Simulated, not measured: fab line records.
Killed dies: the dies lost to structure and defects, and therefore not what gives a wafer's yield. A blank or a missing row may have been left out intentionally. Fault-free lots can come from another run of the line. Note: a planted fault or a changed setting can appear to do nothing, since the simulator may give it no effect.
Struck lot and sound lot, side by side / flow sky130 / 16 steps out of a route of 708
Sound: wafers L809.3, L809.4, L809.5. Struck: wafers L825.2, L825.4, L825.6. The cause comes at the end.
At each step with rows: each side's tool, then ch and its chambers, then its first start. Under that, the readings that differ: sound wafers / struck wafers / difference of the means / sigmas: that difference in standard deviations of wafers without a fault.
alike: words and numbers the same on both sides, and readings whose means are apart by under 2 such deviations; not compared: readings that were withheld, readings missing a value for some wafer, numbers with overlapping values and no deviation given by the record, and bounds like >300 which may hide the same value.
The two part at a step that has a row with sigmas, a row that says differs or no value, or rows on one side only. Non-overlapping numbers with no deviation appear without sigmas and do not part them. A reading missing from all wafers of one side parts the sides only when that side holds two or more wafers.

first, 1 step without rows for these wafers: SKY_VT_ADJUST_NCORE_IMPLANT_09.
SKY_VT_ADJUST_NCORE_STRIP_10: strips in O2/N2.
  sound on plasma-asher-01 ch 0,1, day 9 17:02; struck on plasma-asher-03 ch 0, day 14 13:07
  alike: drypump-motor-current-A, o2-flow-sccm, oes-product-au, strip-time-to-endpoint-s
  not compared: rf-hours-counter-h
SKY_VT_ADJUST_NCORE_TW_MEAS_11:
  sound on film-metro-01 at day 9 17:08; struck on film-metro-02 at day 14 13:13
  alike: VT_ADJUST_NCORE_TW
then, 7 steps without rows for these wafers: SKY_VT_ADJUST_HVTR_DEHYDRATE_00 (time 60 s); SKY_VT_ADJUST_HVTR_HMDS_01 (prime time 60 s); SKY_VT_ADJUST_HVTR_COAT_02 (resist thk 1140 nm); SKY_VT_ADJUST_HVTR_SOFTBAKE_03 (time 60 s); SKY_VT_ADJUST_HVTR_EXPOSE_04 (exposes mask HVTRM, target cd 380 nm); SKY_VT_ADJUST_HVTR_PEB_05; SKY_VT_ADJUST_HVTR_DEVELOP_06 (develop time 60 s).
SKY_VT_ADJUST_HVTR_CD_MEAS_07: target cd 380 nm.
  sound on cd-sem-02 at day 10 15:32; struck on cd-sem-02 at day 15 16:01
  alike: cd-nm
SKY_VT_ADJUST_HVTR_OVL_MEAS_08:
  sound on overlay-01 at day 10 15:37; struck on overlay-01 at day 15 16:08
  alike: VT_ADJUST_HVTR_OVL
SKY_VT_ADJUST_HVTR_IMPLANT_09:
  sound on implanter-02 ch 0, day 10 15:42; struck on implanter-02 ch 0, day 15 16:11
reading=beam-on-s (s); sound=9.59 9.99 9.96; struck=12.22 12.10 12.38; difference=+2.39; sigmas=+13
reading=end-station-pressure-torr (Torr); sound=5.09e-06 5.48e-06 5.23e-06; struck=0.00010923 0.00011041 0.00011431; difference=+0.00010605; sigmas=+99 or more
reading=faraday-current-uA; sound=12.26 11.90 11.94; struck=9.76 9.82 9.66; difference=-2.29; sigmas=-10
SKY_VT_ADJUST_HVTR_STRIP_10: strips in O2/N2.
  sound on plasma-asher-01 ch 0,1, day 10 15:50; struck on plasma-asher-03 ch 0,1, day 15 16:19
  alike: drypump-motor-current-A, o2-flow-sccm, oes-product-au, strip-time-to-endpoint-s
  not compared: rf-hours-counter-h
SKY_VT_ADJUST_HVTR_TW_MEAS_11:
  sound on film-metro-04 at day 10 15:55; struck on film-metro-01 at day 15 16:38
reading=VT_ADJUST_HVTR_TW; sound=213.1 213.4 213.4; struck=222.5 221.8 222.8; difference=+9.1; sigmas=+4
  not compared: hold
-- a jump in the record: the struck wafers' starts before and after are 35 days apart (it breaks off in module VT_ADJUST_HVTR and resumes in module PAD_OPEN, where the first step shown is number 708 of the route) --
SKY_PAD_OPEN_PROBE_99:
  sound on prober-02 at day 46 23:41; struck on prober-02 at day 50 10:46
reading=model.etest.pfet_01v8_mvt.drive-ua-um; sound=152.2 154.6 158.9; struck=160.6 159.9 159.3; difference=+4.7; sigmas=
reading=model.etest.pfet_01v8_mvt.off-log10-a-um; sound=-10.82 -10.59 -10.28; struck=-9.775 -9.826 -9.85; difference=+0.746; sigmas=
reading=model.etest.pfet_01v8_mvt.vt-sat-v (V); sound=-0.5681 -0.5563 -0.5394; struck=-0.4883 -0.5011 -0.5; difference=+0.0581; sigmas=
reading=model.etest.pfet_01v8_mvt.vt-v (V); sound=-0.6509 -0.6463 -0.6297; struck=-0.5869 -0.5936 -0.5987; difference=+0.0492; sigmas=
reading=model.etest.pfet_01v8_mvt.vt-long-v (V); sound=-0.8535 -0.8561 -0.843; struck=-0.8017 -0.8098 -0.8144; difference=+0.0422; sigmas=
  alike: killed_at_M0_to_M3, killed_at_M4_up, killed-at-contacts, killed-at-front-end, killed-at-other, killed-dies, killed-open, killed-short

## WHERE THEY PART
First at SKY_VT_ADJUST_HVTR_IMPLANT_09; last, within this record, at SKY_VT_ADJUST_HVTR_TW_MEAS_11. Later steps at which nothing parts them and some readings are alike: SKY_PAD_OPEN_PROBE_99.

WHY: whatever the simulator had introduced
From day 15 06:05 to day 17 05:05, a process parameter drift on implanter-02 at SKY_VT_ADJUST_HVTR_IMPLANT_09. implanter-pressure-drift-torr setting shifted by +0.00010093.
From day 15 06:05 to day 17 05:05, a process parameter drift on implanter-02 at SKY_VT_ADJUST_HVTR_IMPLANT_09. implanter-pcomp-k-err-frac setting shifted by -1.
